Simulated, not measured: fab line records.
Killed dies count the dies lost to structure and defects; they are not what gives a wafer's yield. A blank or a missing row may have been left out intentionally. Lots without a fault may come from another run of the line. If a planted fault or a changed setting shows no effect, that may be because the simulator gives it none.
Matching of chambers	flow sfq_line	SFQ_TRILAYER_I6_DEP_PECVD_165 on pecvd-01 has 3 sister chambers
The step deposits SiO2 from SiH4/N2O, time 111.11 s, target thk 500 nm. 16 wafers are shown with their chamber, then 7 later ones without.

== WAFERS, EACH WITH ITS CHAMBER ==
wafer	chamber	throttle_valve_pct (%)	run_length_s (s)	susceptor_temp_C (C)
L110.2	1	25.3	138.8	149.95
L110.4	2	26.9	139.4	150.13
L110.6	1	25.3	139.0	149.89
L111.3	2	27.1	139.3	150.22
L111.4	2	27.4	139.7	150.23
L111.5	1	25.5	138.9	150.02
L114.3	0	25.1	139.6	150.23
L117.3	2	27.0	139.6	149.84
L122.2	1	25.3	138.5	149.95
L122.3	1	25.1	139.0	150.03
L122.6	1	25.3	139.6	150.17
L124.1	1	25.2	138.9	150.08
L124.2	2	27.1	139.5	150.35
L124.6	0	25.1	139.6	150.09
L127.1	0	23.5	139.7	150.27
L127.5	0	23.8	139.5	150.21

SIGNATURES (means of the wafers above)
reading	chamber 0	chamber 1	chamber 2	scatter within a chamber
throttle_valve_pct	24.375	25.286	27.100	0.428
run_length_s	139.600	138.957	139.500	0.244
susceptor_temp_C	150.2000	150.0129	150.1540	0.13
Rule: a wafer lies at a distance from a chamber equal to the root of the sum of squares, over the readings, of (its reading less the chamber's mean, divided by the reading's scatter). The wafer belongs to the nearest chamber; if the next one is less than 2 further off, it can't be placed. The scatter is the square root of a quotient: the sum, over the shown wafers, of each reading's squared deviation from its chamber's mean, divided by wafers minus chambers.

== WAFERS MISSING THEIR CHAMBER ==
wafer	throttle_valve_pct (%)	run_length_s (s)	susceptor_temp_C (C)
L127.6	23.7	139.8	149.99
L130.2	23.7	139.5	149.99
L130.4	22.7	138.8	150.07
L130.5	23.9	139.8	150.06
L132.1	22.4	139.1	149.75
L132.4	22.2	138.6	150.03
L132.5	23.5	139.6	149.91

== THE CHAMBER EACH PASSED THROUGH ==
wafer	from the rows above	in truth
L127.6	0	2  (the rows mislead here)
L130.2	0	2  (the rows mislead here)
L130.4	can't be placed: 0 or 1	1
L130.5	0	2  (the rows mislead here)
L132.1	can't be placed: 0 or 1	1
L132.4	can't be placed: 0 or 1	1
L132.5	can't be placed: 0 or 1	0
Correct placement for 0 of the 7. Not placeable from these rows: 4 (in 4, the candidates include the true chamber). 3 placed wrongly.
